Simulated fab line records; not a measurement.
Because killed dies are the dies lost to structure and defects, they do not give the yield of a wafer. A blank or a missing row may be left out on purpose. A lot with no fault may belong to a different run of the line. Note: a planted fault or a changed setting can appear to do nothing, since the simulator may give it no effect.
fab line records	flow sky130
record: lots: 12	wafers: 34	last_day: 49
route steps=708 shown METAL2@487 VIA2@516 PAD_OPEN@708
lots with no fault: from the same line, run without faults
start_h: hours from the record's first day to the start of the lot's first wafer shown	wait_h: hours from the lot's prior step to this one	" identical to the entry in the row above	L1.1+2: several wafers, shown together as one row	- no value, or no start given	* or withheld: withheld	< > ~ a bound
route shown NAME@n: NAME is a module with steps in the file, n the number in the route of the first one	usual: average and standard deviation across the fault-free wafers	same: alike in all rows	chamber/n: place in a boat	sites: each site's reading	_std_site: standard deviation of those values	_edge_site: inner sites' mean taken away from outer sites' mean	radius_mm: how far each site lies from the wafer's centre	mask NAME#n: copy n	behind: tool/chamber where the wafer was last shaped	hold: what put the lot on hold/how long, in hours/how the hold closed	device: whichever transistor did not switch (one of n, p or np)	end of line: tests of these same wafers at the route's end	a step without rows: its recipe alone	killed: not the wafer's yield, but the dies lost to structure and defects at the first sort	map: shows each die of a wafer: x if killed, . if not, _ if none is there
set.NAME: the setting as run; set.NAME@STEP: as run at that earlier step	model.NAME: the simulator's own value behind a step, which no gauge read
the route's steps for a sample of lots (tables are steps, rows are wafers)
services: from which hour (start_h, from the record's first day; less than 0 if before it) a tool's chamber was out of use, for how many hours, and why
== steps ==
step: SKY_METAL2_SPUTTER_04
recipe: material: TiN	target_thk_nm: 70	power_w: 6500	time_s: 58.3	chamber_pressure_pa: 0.4
usual: chamber_pressure_pa: 0.4000/0.00076	throttle_valve_pct: 30.3/0.54
lot.wafer	tool	chamber	start_h	wait_h	chamber_pressure_pa	throttle_valve_pct
L657.1	pvd_sputter-03	-	788.79	0.0	0.3998	30.5
L657.4	"	-	"	"	0.4001	30.0
L657.6	"	-	"	"	0.3995	29.8
L658.1	pvd_sputter-02	-	797.26	0.0	0.3982	30.6
L658.2	"	-	"	"	0.3997	30.8
L658.6	"	-	"	"	0.4001	30.1
L659.3	pvd_sputter-01	-	810.83	0.0	0.3987	31.6
L659.5	"	-	"	"	0.3990	29.9
L659.6	"	-	"	"	0.3993	31.8
L660.3	pvd_sputter-02	-	825.10	0.0	0.3996	30.3
L660.4	"	-	"	"	0.4006	29.8
L660.5	"	-	"	"	0.4006	30.8
L661.3	pvd_sputter-02	-	830.36	0.0	0.4012	30.0
L661.5	"	-	"	"	0.4004	30.2
L661.6	"	-	"	"	0.4013	29.5
L666.3	pvd_sputter-03	-	862.52	0.0	0.4000	29.9
L666.4	"	-	"	"	0.3993	30.7
L666.5	"	-	"	"	0.3999	30.5
L667.2	pvd_sputter-03	-	879.50	0.0	0.4006	30.1
L667.3	"	-	"	"	0.4013	31.0
L667.4	"	-	"	"	0.3999	29.5
L669.1	pvd_sputter-03	-	888.75	0.0	0.3988	29.7
L669.4	"	-	"	"	0.4000	30.0
L669.5	"	-	"	"	0.4005	30.1
L670.2	pvd_sputter-01	-	898.45	0.0	0.4014	29.5
L670.5	"	-	"	"	0.4010	29.7
L670.6	"	-	"	"	0.3986	31.5
L673.1	pvd_sputter-03	-	910.54	0.0	0.4006	30.7
L673.3	"	-	"	"	0.4000	30.4
L674.2	pvd_sputter-03	-	922.19	0.0	0.4013	29.6
L674.3	"	-	"	"	0.3991	30.5
L674.5	"	-	"	"	0.3995	30.7
L675.3	pvd_sputter-01	-	935.69	0.0	0.4004	30.1
L675.6	"	-	"	"	0.3990	29.7
step: SKY_VIA2_EXPOSE_09
recipe: mask_id: VIM2	na: 0.8	source_shape: annular	sigma_inner: 0.55	sigma_outer: 0.85	target_cd_nm: 200	dose_mj: 38
usual: exposure_dose_mJ_cm2: 37.94/0.038
lot.wafer	tool	chamber	start_h	wait_h	mask	exposure_dose_mJ_cm2
L657.1	krf_scanner-01	0	830.05	-	VIM2#0	37.97
L657.4	"	0	"	"	VIM2#0	37.98
L657.6	"	0	"	"	VIM2#0	37.96
L658.1	krf_scanner-01	0	840.33	-	VIM2#0	38.01
L658.2	"	0	"	"	VIM2#0	37.96
L658.6	"	0	"	"	VIM2#0	37.94
L659.3	krf_scanner-01	0	852.10	-	VIM2#0	37.93
L659.5	"	0	"	"	VIM2#0	37.99
L659.6	"	0	"	"	VIM2#0	37.98
L660.3	krf_scanner-02	0	870.92	-	VIM2#0	37.95
L660.4	"	0	"	"	VIM2#0	37.95
L660.5	"	0	"	"	VIM2#0	37.96
L661.3	krf_scanner-01	0	871.24	-	VIM2#0	37.90
L661.5	"	0	"	"	VIM2#0	37.93
L661.6	"	0	"	"	VIM2#0	37.92
L666.3	krf_scanner-02	0	902.95	-	VIM2#0	37.88
L666.4	"	0	"	"	VIM2#0	37.94
L666.5	"	0	"	"	VIM2#0	37.89
L667.2	krf_scanner-01	0	919.69	-	VIM2#0	37.98
L667.3	"	0	"	"	VIM2#0	37.92
L667.4	"	0	"	"	VIM2#0	37.97
L669.1	krf_scanner-01	0	928.22	-	VIM2#0	37.96
L669.4	"	0	"	"	VIM2#0	37.89
L669.5	"	0	"	"	VIM2#0	37.88
L670.2	krf_scanner-01	0	937.82	-	VIM2#0	38.03
L670.5	"	0	"	"	VIM2#0	37.93
L670.6	"	0	"	"	VIM2#0	38.00
L673.1	krf_scanner-01	0	949.21	-	VIM2#0	37.99
L673.3	"	0	"	"	VIM2#0	37.99
L674.2	krf_scanner-02	0	960.49	-	VIM2#0	37.91
L674.3	"	0	"	"	VIM2#0	37.92
L674.5	"	0	"	"	VIM2#0	37.91
L675.3	krf_scanner-01	0	973.99	-	VIM2#0	37.91
L675.6	"	0	"	"	VIM2#0	37.92
step: SKY_VIA2_CD_MEAS_12
recipe: target_cd_nm: 200
usual: cd_nm: 200.7/1.5
lot.wafer	tool	chamber	start_h	wait_h	cd_nm
L657.1	cd_sem-01	-	842.86	-	203.5
L657.4	"	-	"	"	202.3
L657.6	"	-	"	"	202.8
L658.1	cd_sem-01	-	852.55	-	200.0
L658.2	"	-	"	"	200.5
L658.6	"	-	"	"	200.0
L659.3	cd_sem-01	-	864.60	-	201.5
L659.5	"	-	"	"	200.1
L659.6	"	-	"	"	200.7
L660.3	cd_sem-02	-	883.62	-	201.1
L660.4	"	-	"	"	202.3
L660.5	"	-	"	"	202.5
L661.3	cd_sem-01	-	883.97	-	203.6
L661.5	"	-	"	"	201.6
L661.6	"	-	"	"	202.2
L666.3	cd_sem-01	-	915.30	-	202.0
L666.4	"	-	"	"	199.6
L666.5	"	-	"	"	201.4
L667.2	cd_sem-02	-	931.83	-	201.0
L667.3	"	-	"	"	200.6
L667.4	"	-	"	"	201.2
L669.1	cd_sem-02	-	940.73	-	199.7
L669.4	"	-	"	"	199.8
L669.5	"	-	"	"	198.8
L670.2	cd_sem-01	-	949.72	-	199.9
L670.5	"	-	"	"	198.8
L670.6	"	-	"	"	198.7
L673.1	cd_sem-02	-	961.50	-	202.4
L673.3	"	-	"	"	183.1
L674.2	cd_sem-01	-	972.53	-	199.4
L674.3	"	-	"	"	199.7
L674.5	"	-	"	"	199.1
L675.3	cd_sem-01	-	985.39	-	182.3
L675.6	"	-	"	"	199.2
step: SKY_VIA2_OVL_MEAS_13
usual: VIA2_OVL: -2/4.2
lot.wafer	tool	chamber	start_h	wait_h	VIA2_OVL[nm]
L657.1	overlay-02	-	842.98	0.1	-5
L657.4	"	-	"	"	-8
L657.6	"	-	"	"	-6
L658.1	overlay-02	-	852.67	0.1	-9
L658.2	"	-	"	"	-4
L658.6	"	-	"	"	-1
L659.3	overlay-02	-	864.69	0.1	-3
L659.5	"	-	"	"	0
L659.6	"	-	"	"	0
L660.3	overlay-01	-	883.71	0.1	-1
L660.4	"	-	"	"	4
L660.5	"	-	"	"	-2
L661.3	overlay-02	-	884.06	0.1	2
L661.5	"	-	"	"	-4
L661.6	"	-	"	"	-2
L666.3	overlay-01	-	915.39	0.1	-6
L666.4	"	-	"	"	-4
L666.5	"	-	"	"	3
L667.2	overlay-01	-	931.94	0.1	-3
L667.3	"	-	"	"	-5
L667.4	"	-	"	"	-6
L669.1	overlay-02	-	940.85	0.1	-4
L669.4	"	-	"	"	-1
L669.5	"	-	"	"	0
L670.2	overlay-02	-	949.82	0.1	-7
L670.5	"	-	"	"	-10
L670.6	"	-	"	"	-12
L673.1	overlay-01	-	961.62	0.1	0
L673.3	"	-	"	"	2
L674.2	overlay-01	-	972.64	0.1	-3
L674.3	"	-	"	"	4
L674.5	"	-	"	"	1
L675.3	overlay-02	-	985.48	0.1	-5
L675.6	"	-	"	"	-10
step: SKY_VIA2_ETCH_14
recipe: chemistry: N2/H2	target: BARC	ion_energy_ev: 200	source_w: 500	bias_w: 100	pressure_mtorr: 30	n2_flow_sccm: 100	h2_flow_sccm: 200	stop_on: SiO2	time_s: 45.9	target_depth_a: 600
usual: bias_w: 100.0/0.3	drypump_motor_current_A: 5.7/0.5	oes_product_au: 0.855/0.0044	throttle_valve_pct: 13.225/0.0088
lot.wafer	tool	chamber	start_h	wait_h	bias_w	drypump_motor_current_A	oes_product_au	rf_hours_counter_h	throttle_valve_pct
L657.1	rie_diel-04	0	843.02	0.0	100.2	4.8	0.850	15	13.227
L657.4	"	3	"	"	100.1	5.9	0.857	7	13.220
L657.6	"	0	"	"	100.2	4.8	0.854	-	13.219
L658.1	rie_diel-01	3	852.70	0.0	100.1	5.5	0.854	14	13.216
L658.2	"	1	"	"	99.8	6.1	0.863	24	13.251
L658.6	"	0	"	"	100.0	5.5	0.852	-	13.216
L659.3	rie_diel-02	2	864.72	0.0	100.0	5.8	0.854	18	13.233
L659.5	"	2	"	"	100.6	5.7	0.858	-	13.236
L659.6	"	1	"	"	99.9	5.4	0.857	-	13.227
L660.3	rie_diel-04	3	883.74	0.0	100.7	5.9	0.852	7	13.233
L660.4	"	1	"	"	99.9	5.7	0.859	11	13.224
L660.5	"	3	"	"	100.7	5.9	0.854	-	13.221
L661.3	rie_diel-01	0	884.09	0.0	99.9	5.5	0.857	14	13.233
L661.5	"	3	"	"	100.2	5.5	0.857	-	13.225
L661.6	"	0	"	"	99.9	5.4	0.852	-	13.211
L666.3	rie_diel-01	3	915.42	0.0	99.7	5.5	0.855	16	13.222
L666.4	"	1	"	"	99.6	6.2	0.851	27	13.222
L666.5	"	2	"	"	100.2	6.4	0.858	-	13.227
L667.2	rie_diel-01	1	931.97	0.0	100.1	6.2	0.848	27	13.227
L667.3	"	2	"	"	99.8	6.4	0.856	25	13.217
L667.4	"	3	"	"	100.4	5.5	0.857	16	13.215
L669.1	rie_diel-04	1	940.89	0.0	99.9	5.6	0.852	12	13.215
L669.4	"	0	"	"	100.5	4.8	0.850	18	13.230
L669.5	"	1	"	"	99.2	5.6	0.857	-	13.228
L670.2	rie_diel-02	2	949.85	0.0	100.2	5.7	0.860	21	13.246
L670.5	"	0	"	"	100.0	5.8	0.854	-	13.226
L670.6	"	2	"	"	100.4	5.7	0.848	-	13.240
L673.1	rie_diel-04	0	961.65	0.0	100.4	4.8	0.856	18	13.221
L673.3	"	3	"	"	99.8	5.9	0.849	9	13.233
L674.2	rie_diel-04	1	972.67	0.0	100.1	5.6	0.845	13	13.216
L674.3	"	0	"	"	99.6	4.8	0.850	19	13.212
L674.5	"	3	"	"	100.0	5.9	0.853	-	13.224
L675.3	rie_diel-02	0	985.50	0.0	99.4	5.8	0.860	13	13.226
L675.6	"	2	"	"	99.8	5.7	0.859	-	13.224
step: SKY_PAD_OPEN_PROBE_99
usual: defect_limited_yield: 82.8/2.1	killed_at_M0_to_M3: 43/7.7	killed_at_M4_up: 3.1/1.7	killed_at_contacts: 23/4.8	killed_at_front_end: 15/4.5	killed_at_other: 0.3/0.58	killed_dies: 85/10	killed_on_rim: 17/3.8	killed_open: 46/7.5	killed_short: 38/6.5	sort_bin_3_pad_short: 0.8/0.38	sort_bin_5_function: 10.3/1.7	sort_bin_6_memory: 6.1/1.1	sort_n_pass: 407/10	sort_yield_pct: 82.8/2.1
same: gross_dies: 492	killed_at_back_side: 0	sort_bin_4_leakage[%]: 0	sort_bin_8_speed[%]: 0
lot.wafer	tool	chamber	start_h	wait_h	defect_limited_yield[%]	killed_at_M0_to_M3	killed_at_M4_up	killed_at_contacts	killed_at_front_end	killed_at_other	killed_dies	killed_on_rim	killed_open	killed_short	sort_bin_3_pad_short[%]	sort_bin_5_function[%]	sort_bin_6_memory[%]	sort_n_pass	sort_yield_pct[%]
L657.1	prober-02	-	1070.44	0.1	83.9	36	4	28	9	2	79	19	42	37	1.0	9.3	5.7	413	83.9
L657.4	prober-02	-	1070.59	0.2	84.8	34	2	19	20	0	75	19	41	34	0.6	10.4	4.3	417	84.8
L657.6	prober-02	-	1070.69	0.2	83.3	37	4	24	17	0	82	21	48	34	0.4	11.2	5.1	410	83.3
L658.1	prober-01	-	1078.09	0.1	80.5	54	5	20	17	0	96	20	45	51	1.0	11.6	6.9	396	80.5
L658.2	prober-01	-	1078.14	0.1	82.1	47	5	26	10	0	88	18	55	33	0.6	11.2	6.1	404	82.1
L658.6	prober-01	-	1078.34	0.2	79.1	62	2	22	17	0	103	17	51	52	1.0	14.6	5.3	389	79.1
L667.2	prober-01	-	1140.53	0.1	83.7	38	1	27	14	0	80	16	42	38	0.6	9.8	5.9	412	83.7
L667.3	prober-01	-	1140.58	0.2	87.4	28	3	18	13	0	62	10	31	31	0.6	7.9	4.1	430	87.4
L667.4	prober-01	-	1140.63	0.2	82.3	41	5	28	13	0	87	15	41	46	1.6	11.6	4.5	405	82.3
L669.1	prober-02	-	1152.42	0.1	80.3	62	3	18	12	2	97	19	49	47	1.0	12.6	6.1	395	80.3
L669.4	prober-02	-	1152.57	0.2	82.5	41	2	30	13	0	86	25	47	39	1.0	11.0	5.5	406	82.5
L669.5	prober-02	-	1152.62	0.2	81.1	44	2	30	17	0	93	19	50	43	1.2	10.2	7.5	399	81.1
L670.2	prober-01	-	1157.80	0.1	88.0	32	2	17	7	1	59	9	38	21	0.4	7.5	4.1	433	88.0
L670.5	prober-01	-	1157.95	0.2	80.3	58	3	21	15	0	97	25	63	34	0.6	12.8	6.3	395	80.3
L670.6	prober-01	-	1158.00	0.2	83.9	47	2	20	10	0	79	20	41	38	0.4	8.5	7.1	413	83.9
L673.1	prober-02	-	1164.04	0.1	83.3	49	4	22	6	1	82	19	37	45	0.4	9.1	7.1	410	83.3
L673.3	prober-02	-	1164.14	0.2	82.5	45	1	23	17	0	86	19	42	43	1.2	9.6	6.7	406	82.5
L675.3	prober-02	-	1183.05	0.2	85.0	32	3	23	16	0	74	19	44	29	0.6	9.3	5.1	418	85.0
killed by level:class
L657.1 CONTACT:geometric_particle:open=10 VIA1:geometric_particle:open=8 LI_CONTACT:geometric_particle:open=7 VIA3:geometric_particle:open=7 VIA1:geometric_particle:short=5 VIA2:geometric_particle:short=5 POLY_GATE:geometric_particle:short=4 CONTACT:geometric_particle:short=4
L657.4 POLY_GATE:geometric_particle:short=7 FIELD_ISO:geometric_particle:open=6 VIA1:geometric_particle:open=6 CONTACT:geometric_particle:open=5 VIA2:geometric_particle:open=5 POLY_GATE:geometric_particle:open=4 VIA3:geometric_particle:short=4 LI_CONTACT:geometric_particle:open=4
L657.6 VIA1:geometric_particle:open=10 CONTACT:geometric_particle:open=9 FIELD_ISO:geometric_particle:open=7 LI_CONTACT:geometric_particle:open=5 CONTACT:geometric_particle:short=5 VIA3:geometric_particle:open=5 LOCAL_INTERCONNECT:geometric_particle:short=4 POLY_GATE:geometric_particle:open=4
L658.1 VIA1:geometric_particle:open=15 CONTACT:geometric_particle:short=8 VIA1:geometric_particle:short=7 METAL2:geometric_particle:short=6 FIELD_ISO:geometric_particle:open=5 POLY_GATE:geometric_particle:short=5 CONTACT:geometric_particle:open=5 METAL1:geometric_particle:short=5
L658.2 VIA1:geometric_particle:open=13 LI_CONTACT:geometric_particle:open=9 VIA1:geometric_particle:short=8 VIA2:geometric_particle:open=7 VIA3:geometric_particle:open=7 CONTACT:geometric_particle:open=6 FIELD_ISO:geometric_particle:open=5 LI_CONTACT:geometric_particle:short=5
L658.6 VIA3:geometric_particle:open=14 VIA1:geometric_particle:open=8 CONTACT:geometric_particle:open=7 METAL2:geometric_particle:short=7 VIA1:geometric_particle:short=7 VIA2:geometric_particle:open=7 FIELD_ISO:geometric_particle:short=6 LI_CONTACT:geometric_particle:open=6
L667.2 CONTACT:geometric_particle:open=11 LI_CONTACT:geometric_particle:open=9 METAL1:geometric_particle:short=6 POLY_GATE:geometric_particle:open=5 VIA1:geometric_particle:open=5 VIA2:geometric_particle:open=5 POLY_GATE:geometric_particle:short=4 VIA1:geometric_particle:short=4
L667.3 VIA1:geometric_particle:open=7 CONTACT:geometric_particle:open=6 CONTACT:geometric_particle:short=6 POLY_GATE:geometric_particle:open=5 VIA3:geometric_particle:open=5 POLY_GATE:geometric_particle:short=4 METAL2:geometric_particle:short=4 LI_CONTACT:geometric_particle:short=3
L667.4 CONTACT:geometric_particle:open=9 VIA2:geometric_particle:short=7 LI_CONTACT:geometric_particle:open=7 VIA3:geometric_particle:open=7 LOCAL_INTERCONNECT:geometric_particle:short=6 VIA1:geometric_particle:short=6 VIA1:geometric_particle:open=6 FIELD_ISO:geometric_particle:open=4
L669.1 VIA2:geometric_particle:open=12 VIA1:geometric_particle:open=11 METAL1:geometric_particle:short=8 METAL2:geometric_particle:short=7 LI_CONTACT:geometric_particle:open=6 CONTACT:geometric_particle:open=6 VIA2:geometric_particle:short=5 VIA3:geometric_particle:short=5
L669.4 CONTACT:geometric_particle:open=14 VIA1:geometric_particle:open=11 VIA3:geometric_particle:open=7 POLY_GATE:geometric_particle:short=6 LOCAL_INTERCONNECT:geometric_particle:short=6 VIA1:geometric_particle:short=6 LI_CONTACT:geometric_particle:open=4 METAL1:geometric_particle:short=4
L669.5 LI_CONTACT:geometric_particle:open=11 VIA3:geometric_particle:open=10 CONTACT:geometric_particle:open=7 CONTACT:geometric_particle:short=7 VIA1:geometric_particle:open=7 METAL1:geometric_particle:short=6 VIA2:geometric_particle:short=6 VIA2:geometric_particle:open=5
L670.2 VIA2:geometric_particle:open=9 METAL1:geometric_particle:short=8 LI_CONTACT:geometric_particle:open=6 CONTACT:geometric_particle:open=6 VIA1:geometric_particle:open=4 VIA3:geometric_particle:open=3 METAL2:geometric_particle:short=3 FIELD_ISO:geometric_particle:open=2
L670.5 VIA1:geometric_particle:open=15 LI_CONTACT:geometric_particle:open=11 VIA2:geometric_particle:open=11 VIA1:geometric_particle:short=10 CONTACT:geometric_particle:open=6 METAL1:geometric_particle:short=6 FIELD_ISO:geometric_particle:open=5 POLY_GATE:geometric_particle:open=5
L670.6 VIA1:geometric_particle:open=12 LI_CONTACT:geometric_particle:open=8 VIA1:geometric_particle:short=6 VIA2:geometric_particle:open=6 METAL1:geometric_particle:short=5 FIELD_ISO:geometric_particle:short=4 CONTACT:geometric_particle:open=4 METAL2:geometric_particle:short=4
L673.1 VIA3:geometric_particle:open=12 VIA1:geometric_particle:open=8 METAL2:geometric_particle:short=7 CONTACT:geometric_particle:short=7 VIA1:geometric_particle:short=7 CONTACT:geometric_particle:open=5 METAL4:geometric_particle:short=4 LI_CONTACT:geometric_particle:open=4
L673.3 METAL2:geometric_particle:short=10 CONTACT:geometric_particle:open=9 METAL1:geometric_particle:short=9 FIELD_ISO:geometric_particle:open=7 LI_CONTACT:geometric_particle:open=7 VIA3:geometric_particle:open=7 VIA2:geometric_particle:open=5 FIELD_ISO:geometric_particle:short=4
L675.3 CONTACT:geometric_particle:open=8 LI_CONTACT:geometric_particle:open=7 POLY_GATE:geometric_particle:open=6 METAL1:geometric_particle:short=6 VIA1:geometric_particle:open=5 VIA3:geometric_particle:open=5 VIA2:geometric_particle:open=4 FIELD_ISO:geometric_particle:open=3
== services ==
tool	chamber	start_h	hours	kind
pvd_sputter-02	-	785.23	1.8	repair
pvd_sputter-02	-	789.15	0.9	repair
rie_diel-01	3	789.33	13.5	repair
pvd_sputter-02	-	798.55	1.5	repair
krf_scanner-02	-	806.50	4.3	repair
krf_scanner-02	-	810.76	4.0	pm
krf_scanner-01	-	832.20	8.0	repair
pvd_sputter-02	-	838.69	1.8	repair
krf_scanner-02	-	845.73	1.6	repair
pvd_sputter-03	-	859.13	2.7	repair
rie_diel-01	0	859.72	4.0	repair
rie_diel-04	2	873.86	4.6	repair
krf_scanner-01	-	879.37	1.0	pm
krf_scanner-01	-	899.96	0.8	pm
rie_diel-01	3	902.48	4.3	repair
rie_diel-01	1	904.45	1.9	repair
pvd_sputter-03	-	907.87	2.3	repair
rie_diel-04	2	913.41	15.3	repair
rie_diel-04	2	931.10	8.4	repair
rie_diel-01	2	943.30	9.6	repair
krf_scanner-01	-	946.82	1.3	pm
rie_diel-01	0	947.26	8.4	repair
rie_diel-04	-	961.83	2.8	pm
rie_diel-04	-	968.13	4.3	pm
== key ==
first_sign: step: SKY_VIA2_CD_MEAS_12	reading: cd_nm	direction: down	sigmas: 12	usual: 200.7	struck: 182.7
effect none on later readings
met_at SKY_VIA2_EXPOSE_09
struck_lots L673,L675
struck_wafers L673.3,L675.3
not_acting_at SKY_METAL2_SPUTTER_04,SKY_VIA2_OVL_MEAS_13,SKY_VIA2_ETCH_14
onset_between 937.82 949.21
fault: kind: process_parameter_drift	tool: krf_scanner-01	chamber: -	onset_h: 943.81	steps: SKY_VIA2_EXPOSE_09	channel: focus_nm	offset: 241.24	shape: step	end_h: 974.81	scope: struck_wafers_only
